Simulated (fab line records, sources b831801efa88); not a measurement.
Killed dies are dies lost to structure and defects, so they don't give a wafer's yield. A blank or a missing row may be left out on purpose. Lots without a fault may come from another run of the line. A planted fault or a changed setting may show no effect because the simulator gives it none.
Which tool did it? | flow gf180mcu | 12 lots, 34 wafers sampled, at 1 step of a route of 602

WHAT THE GAUGES READ, wafer by wafer
GF_V2_THK_MEAS_25: measures by xrf.
lot  | measured     | on            | V2_W_THK (nm)
L148 | day 20 09:16 | film_metro-01 | 351 341 348
L149 | day 20 22:12 | film_metro-01 | 351 348 341
L150 | day 21 10:44 | film_metro-01 | 346 341 345
L151 | day 21 21:15 | film_metro-03 | 350 367 363
L152 | day 22 03:40 | film_metro-01 | 344 347 333
L153 | day 22 17:06 | film_metro-03 | 353 352 345
L154 | day 23 13:48 | film_metro-03 | 343 351 342
L156 | day 23 16:13 | film_metro-03 | 348 358 360
L158 | day 24 16:05 | film_metro-04 | 338 350
L159 | day 24 18:30 | film_metro-01 | 349 346
L170 | day 28 00:24 | film_metro-03 | 363 348 353
L171 | day 28 03:38 | film_metro-01 | 338 349 338

WHICH TOOL RAN EACH LOT (tool, then ch and the chambers of the sampled wafers, then the start)
The record holds no process step before these readings.

WHAT THE TOOLS THEMSELVES READ (means of the sampled wafers that have a number; where no wafer has one, the mark that the record gives instead)
The record holds no such reading with a usual standard deviation.

THE ANSWER, worked out from the rows above alone
Rule: what is usual is taken from the lots themselves. Put in order of their means at a reading, lots are off if they are a third of the lots or fewer, leave a main group of 4 or more, and stand apart from it by a gap of 3 or more times the standard deviation of the main group's means; of several such gaps the widest counts. A main group whose means are all the same, to the digits that the tables above print for the reading, isn't used. A lot without any number at a reading at which 4 lots or more have one is off too. The other lots that the step has rows for count as sound. The gauges are gone through in route order, then the tools' own readings, and for those a lot's mean is taken as printed above. The first step at which some lot is off is used, and at that step the reading that is off furthest; a lot without a number counts as furthest.
No lot is off at any reading shown: from this, nothing can be told.

WHAT THE SIMULATOR HAD PUT IN
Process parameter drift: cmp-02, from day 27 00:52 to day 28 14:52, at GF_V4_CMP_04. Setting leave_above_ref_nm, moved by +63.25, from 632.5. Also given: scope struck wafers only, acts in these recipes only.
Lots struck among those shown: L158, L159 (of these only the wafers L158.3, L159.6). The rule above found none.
